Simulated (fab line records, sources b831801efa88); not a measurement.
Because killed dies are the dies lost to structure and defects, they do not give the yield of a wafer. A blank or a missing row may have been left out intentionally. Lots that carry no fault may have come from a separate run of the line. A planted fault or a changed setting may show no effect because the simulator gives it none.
fab line records -- flow sky130
record: lots: 14, wafers: 42, last_day: 50
route steps=708 shown LDD_N@251
lots with no fault: from the same line, run without faults
start_h: hours from the record's opening day to when the first of the lot's shown wafers began -- wait_h: hours elapsed since this lot's preceding step -- " identical to the entry in the row above -- L1.1+2: a row that stands for several wafers -- - no value present, or no start provided -- * or withheld: withheld -- < > ~ a bound
route shown NAME@n: NAME is a module with steps in the file, n the number in the route of the first one -- usual: mean/standard deviation taken from wafers without a fault -- same: alike in all rows -- chamber/n: place in a boat -- sites: each site's reading -- _std_site: the standard deviation of these -- _edge_site: mean of outer sites minus mean of inner sites -- radius_mm: how far each site lies from the wafer's centre -- mask NAME#n: copy n -- behind: the last tool/chamber to shape the wafer -- hold: why the lot was held/for how many hours/how that ended -- device: the n, p or np transistor that did not switch -- end of line: tests run on the same wafers once the route is complete -- step lacking rows: just its recipe -- killed: count of dies lost to structure and defects at first sort (not the wafer's yield) -- map: dies across one wafer; x = killed, . = not, _ = none there
set.NAME: the setting the step ran with; set.NAME@STEP: the setting that earlier step ran with -- model.NAME: the simulator's own value behind a step, which no gauge read
a sample of lots followed through the steps of the route, with each step as a table and each wafer as a row
services: a tool's chamber out of use, with start hour (start_h, from the record's first day; less than 0 if before it), hours out, and reason
== steps ==
step: SKY_LDD_N_IMPLANT_14
recipe: species: BF2, energy_kev: 50, dose_cm2: 5e+12, tilt_deg: 30, rotation_deg: 180
usual: dose_ions_cm2: 5e+12/6.1e+09, faraday_current_uA: 28.2/0.57
same: implant_ion_amu: 49
lot.wafer,tool,chamber,start_h,wait_h,dose_ions_cm2,faraday_current_uA
L706.1,implanter-01,0,408.19,0.1,4.999e+12,28.8
L706.3,implanter-01,0,408.19,0.1,4.994e+12,28.4
L706.6,implanter-01,0,408.19,0.1,4.998e+12,28.3
L707.1,implanter-04,0,412.24,0.1,5.004e+12,28.1
L707.4,implanter-04,0,412.24,0.1,5.009e+12,27.8
L707.6,implanter-04,0,412.24,0.1,5.008e+12,28.6
L708.1,implanter-01,0,424.84,0.1,5e+12,28.4
L708.3,implanter-01,0,424.84,0.1,4.99e+12,28.6
L708.4,implanter-01,0,424.84,0.1,4.997e+12,28.8
L709.1,implanter-03,0,431.23,0.1,4.998e+12,27.7
L709.2,implanter-03,0,431.23,0.1,5.002e+12,27.6
L709.5,implanter-03,0,431.23,0.1,5.001e+12,28.7
L711.1,implanter-01,0,454.90,0.1,4.5253e+13,268.9
L711.2,implanter-01,0,454.90,0.1,4.5248e+13,259.9
L711.4,implanter-01,0,454.90,0.1,4.5257e+13,249.1
L714.2,implanter-01,0,477.08,0.1,4.5246e+13,261.2
L714.5,implanter-01,0,477.08,0.1,4.5248e+13,255.8
L714.6,implanter-01,0,477.08,0.1,4.5254e+13,254.0
L720.3,implanter-01,0,530.60,0.1,4.998e+12,27.9
L720.5,implanter-01,0,530.60,0.1,5.003e+12,28.9
L720.6,implanter-01,0,530.60,0.1,5.006e+12,28.5
L722.2,implanter-03,0,550.26,0.1,5.004e+12,28.8
L722.3,implanter-03,0,550.26,0.1,4.991e+12,29.0
L722.6,implanter-03,0,550.26,0.1,5.007e+12,28.0
L723.1,implanter-01,0,563.34,0.1,4.996e+12,28.5
L723.2,implanter-01,0,563.34,0.1,5.001e+12,28.8
L723.6,implanter-01,0,563.34,0.1,5.002e+12,28.5
L724.2,implanter-01,0,565.03,0.1,4.999e+12,28.8
L724.4,implanter-01,0,565.03,0.1,5.003e+12,27.7
L724.5,implanter-01,0,565.03,0.1,5.002e+12,26.9
L726.3,implanter-01,0,573.00,0.1,5.004e+12,28.2
L726.5,implanter-01,0,573.00,0.1,5.008e+12,28.3
L726.6,implanter-01,0,573.00,0.1,5.006e+12,28.7
L727.1,implanter-04,0,586.08,0.1,5e+12,28.5
L727.4,implanter-04,0,586.08,0.1,4.998e+12,28.2
L727.6,implanter-04,0,586.08,0.1,5.008e+12,28.3
L728.1,implanter-03,0,589.74,0.1,4.994e+12,28.7
L728.3,implanter-03,0,589.74,0.1,4.999e+12,28.1
L728.6,implanter-03,0,589.74,0.1,5e+12,28.4
L729.2,implanter-03,0,601.56,0.1,5.016e+12,29.1
L729.3,implanter-03,0,601.56,0.1,5.012e+12,27.7
L729.4,implanter-03,0,601.56,0.1,5.007e+12,28.6
step: SKY_LDD_N_STRIP_16
recipe: chemistry: O2/N2, power_w: 1400, pressure_mtorr: 1500, platen_temp_c: withheld, o2_flow_sccm: 3000, n2_flow_sccm: 300, overash_fraction: 0.5
usual: drypump_motor_current_A: 5.4/0.47, oes_product_au: 0.407/0.0045, strip_time_to_endpoint_s: 4.319/0.014
lot.wafer,tool,chamber,start_h,wait_h,drypump_motor_current_A,oes_product_au,rf_hours_counter_h,strip_time_to_endpoint_s
L706.1,plasma_asher-02,1,408.49,0.1,5.6,0.409,69,4.320
L706.3,plasma_asher-02,1,408.49,0.1,5.6,0.411,-,4.336
L706.6,plasma_asher-02,1,408.49,0.1,5.5,0.416,-,4.303
L707.1,plasma_asher-01,0,412.54,0.1,4.9,0.416,59,4.335
L707.4,plasma_asher-01,0,412.54,0.1,4.9,0.401,-,4.321
L707.6,plasma_asher-01,0,412.54,0.1,4.9,0.406,-,4.313
L708.1,plasma_asher-03,1,425.14,0.1,5.9,0.407,73,4.326
L708.3,plasma_asher-03,0,425.14,0.1,6.1,0.408,-,4.325
L708.4,plasma_asher-03,1,425.14,0.1,5.9,0.404,-,4.333
L709.1,plasma_asher-03,0,431.53,0.1,6.0,0.410,74,4.322
L709.2,plasma_asher-03,1,431.53,0.1,5.9,0.404,74,4.330
L709.5,plasma_asher-03,0,431.53,0.1,6.0,0.412,-,4.309
L711.1,plasma_asher-02,1,455.20,0.1,5.5,0.405,2,4.439
L711.2,plasma_asher-02,0,455.20,0.1,5.0,0.403,2,4.435
L711.4,plasma_asher-02,1,455.20,0.1,5.5,0.411,-,4.427
L714.2,plasma_asher-02,0,477.35,0.1,5.0,0.407,5,4.403
L714.5,plasma_asher-02,1,477.35,0.1,5.5,0.412,-,4.422
L714.6,plasma_asher-02,0,477.35,0.1,5.0,0.406,-,4.418
L720.3,plasma_asher-02,1,530.89,0.1,5.5,0.403,-,4.327
L720.5,plasma_asher-02,0,530.89,0.1,5.0,0.410,-,4.333
L720.6,plasma_asher-02,1,530.89,0.1,5.5,0.402,-,4.314
L722.2,plasma_asher-02,0,550.53,0.1,4.9,0.401,12,4.313
L722.3,plasma_asher-02,1,550.53,0.1,5.5,0.403,-,4.308
L722.6,plasma_asher-02,0,550.53,0.1,4.9,0.405,-,4.316
L723.1,plasma_asher-03,0,563.64,0.1,6.0,0.406,87,4.328
L723.2,plasma_asher-03,1,563.64,0.1,5.9,0.408,87,4.306
L723.6,plasma_asher-03,0,563.64,0.1,6.0,0.409,-,4.320
L724.2,plasma_asher-02,1,565.30,0.1,5.5,0.410,13,4.311
L724.4,plasma_asher-02,1,565.30,0.1,5.5,0.410,-,4.335
L724.5,plasma_asher-02,1,565.30,0.1,5.5,0.408,-,4.302
L726.3,plasma_asher-02,1,573.29,0.1,5.6,0.409,-,4.324
L726.5,plasma_asher-02,0,573.29,0.1,4.9,0.400,-,4.317
L726.6,plasma_asher-02,1,573.29,0.1,5.5,0.411,-,4.336
L727.1,plasma_asher-02,1,586.38,0.1,5.5,0.405,16,4.290
L727.4,plasma_asher-02,0,586.38,0.1,4.9,0.405,-,4.290
L727.6,plasma_asher-02,0,586.38,0.1,4.9,0.406,-,4.313
L728.1,plasma_asher-01,0,590.04,0.1,4.9,0.413,79,4.317
L728.3,plasma_asher-01,1,590.04,0.1,6.1,0.397,-,4.334
L728.6,plasma_asher-01,1,590.04,0.1,6.1,0.407,-,4.317
L729.2,plasma_asher-02,0,601.84,0.1,4.9,0.410,18,4.330
L729.3,plasma_asher-02,1,601.84,0.1,5.5,0.414,-,4.321
L729.4,plasma_asher-02,0,601.84,0.1,4.9,0.406,-,4.319
== services ==
tool,chamber,start_h,hours,kind
implanter-04,-,385.75,4.6,pm
plasma_asher-03,-,386.30,14.6,pm
implanter-03,-,408.45,14.1,pm
implanter-01,-,410.30,12.7,repair
plasma_asher-02,-,416.88,3.7,repair
plasma_asher-02,-,421.25,9.0,pm
plasma_asher-02,0,421.25,9.0,vent_cycle
plasma_asher-02,1,421.25,9.0,vent_cycle
plasma_asher-02,0,430.25,-,clean
plasma_asher-02,1,430.25,-,clean
implanter-03,-,450.43,6.2,pm
plasma_asher-03,-,471.61,2.8,pm
plasma_asher-03,-,477.05,4.3,pm
plasma_asher-02,-,478.98,2.8,pm
implanter-04,-,486.03,4.5,repair
implanter-03,-,514.47,2.1,repair
implanter-03,-,516.10,4.0,repair
plasma_asher-02,-,544.48,4.2,repair
implanter-03,-,557.72,2.2,repair
implanter-01,-,573.25,3.6,pm
implanter-03,-,575.96,3.6,repair
== key ==
first_sign: step: SKY_LDD_N_IMPLANT_14, reading: dose_ions_cm2, direction: up, sigmas: 99+, usual: *, struck: *
effect: step: SKY_LDD_N_IMPLANT_14, reading: faraday_current_uA, direction: up, sigmas: 99+, usual: 28.2, struck: 258.2
effect: step: SKY_LDD_N_STRIP_16, reading: strip_time_to_endpoint_s, direction: up, sigmas: 7.5, usual: *, struck: *
met_at SKY_LDD_N_IMPLANT_14
struck_lots L711,L714
sort_left_out L711.1,L711.2,L711.4
tester_left_out L711,L714
onset_between 424.84 454.90
fault: kind: process_parameter_drift, tool: implanter-01, chamber: -, onset_h: 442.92, steps: SKY_LDD_N_IMPLANT_14, channel: dose_cm2, offset: *, shape: step, end_h: 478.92, acts_in: *, stated: *
tester_left_out: of these lots the tester's yield and bins aren't shown, on N5 and GAA mostly nor the transistor test; their killed dies are dies lost to structure and defects alone, not to doping, threshold or leakage, so they don't give the yield
sort_left_out: the simulated sort isn't trusted on such a fault, so these wafers' sort isn't shown, and their yield isn't known
